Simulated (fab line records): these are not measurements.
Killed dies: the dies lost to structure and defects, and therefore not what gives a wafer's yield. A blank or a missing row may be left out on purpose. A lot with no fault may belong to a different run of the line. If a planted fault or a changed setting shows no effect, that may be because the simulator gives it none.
Which tool is to blame?	flow gf180mcu	Sampling: 15 lots, 45 wafers, 2 of 602 route steps

## WHAT THE GAUGES READ, wafer by wafer
GF_V5_RS_MEAS_24: uses a four-point probe to measure.
lot	measured	on	V5_W_RS (ohm/sq)
L822	day 27 02:46	filmMetro-03	0.334 0.333 0.332
L824	day 28 00:00	filmMetro-02	0.327 0.326 0.331
L825	day 28 01:17	filmMetro-02	0.330 0.336 0.333
L826	day 28 19:23	filmMetro-01	0.332 0.336 0.333
L828	day 29 04:10	filmMetro-01	0.328 0.335 0.328
L827	day 29 08:18	filmMetro-02	0.333 0.334 0.334
L829	day 29 13:13	filmMetro-03	0.331 0.332 0.329
L830	day 29 22:01	filmMetro-02	0.332 0.336 0.339
L831	day 30 06:35	filmMetro-02	0.324 0.321 0.321
L833	day 30 17:13	filmMetro-02	0.326 0.330 0.328
L836	day 31 12:18	filmMetro-01	0.328 0.332 0.328
L838	day 31 23:28	filmMetro-01	0.331 0.331 0.329
L839	day 32 05:14	filmMetro-03	0.328 0.332 0.329
L840	day 32 12:51	filmMetro-03	0.333 0.330 0.328
L845	day 33 14:14	filmMetro-02	0.325 0.329 0.325

## WHICH TOOL RAN EACH LOT (tool, then ch and the chambers of the sampled wafers, then the start)
lot	GF_CONTACT_CVD_00
L822	hdpcvd-01 ch 0,1, day 14 23:52
L824	hdpcvd-02 ch 0,1,2, day 15 22:38
L825	hdpcvd-02 ch 1,2, day 16 01:32
L826	hdpcvd-02 ch 1,2, day 16 19:43
L828	hdpcvd-01 ch 0,1,2, day 17 07:47
L827	hdpcvd-01 ch 0,2, day 17 10:19
L829	hdpcvd-02 ch 0,1,2, day 17 18:04
L830	hdpcvd-02 ch 0,1, day 18 03:15
L831	hdpcvd-02 ch 1,2, day 18 14:27
L833	hdpcvd-02 ch 0,1,2, day 19 06:01
L836	hdpcvd-02 ch 0,1,2, day 20 06:18
L838	hdpcvd-02 ch 0,1,2, day 20 22:14
L839	hdpcvd-02 ch 0,1,2, day 21 05:59
L840	hdpcvd-02 ch 0,1,2, day 21 18:18
L845	hdpcvd-01 ch 0,2, day 23 06:12
- GF_CONTACT_CVD_00: deposits SiO2, target thk 300 nm, time 50 s.

## WHAT THE TOOLS THEMSELVES READ (means of the sampled wafers that have a number; where no wafer has one, the mark that the record gives instead)
The record holds no such reading with a usual standard deviation.

## THE ANSWER, worked out from the rows above alone
Rule: usual is defined by the lots themselves. Put in order of their means at a reading, lots are off if they are a third of the lots or fewer, leave a main group of 4 or more, and stand apart from it by a gap of 3 or more times the standard deviation of the main group's means; of several such gaps the widest counts. The tables above print the reading to a certain number of digits; a main group whose means all agree to those digits is not used. Also off: a lot with no number at a reading for which 4 or more lots have one. Where the step has rows for the other lots, those lots are counted as sound. Order of review: gauges by route order, followed by the tools' own readings, for which a lot's mean as printed above is used. The first step at which some lot is off is used, and at that step the reading that is off furthest; a lot without a number counts as furthest.
No lot is off on any of the readings shown, so nothing can be concluded from this.

## WHAT THE SIMULATOR PUT IN
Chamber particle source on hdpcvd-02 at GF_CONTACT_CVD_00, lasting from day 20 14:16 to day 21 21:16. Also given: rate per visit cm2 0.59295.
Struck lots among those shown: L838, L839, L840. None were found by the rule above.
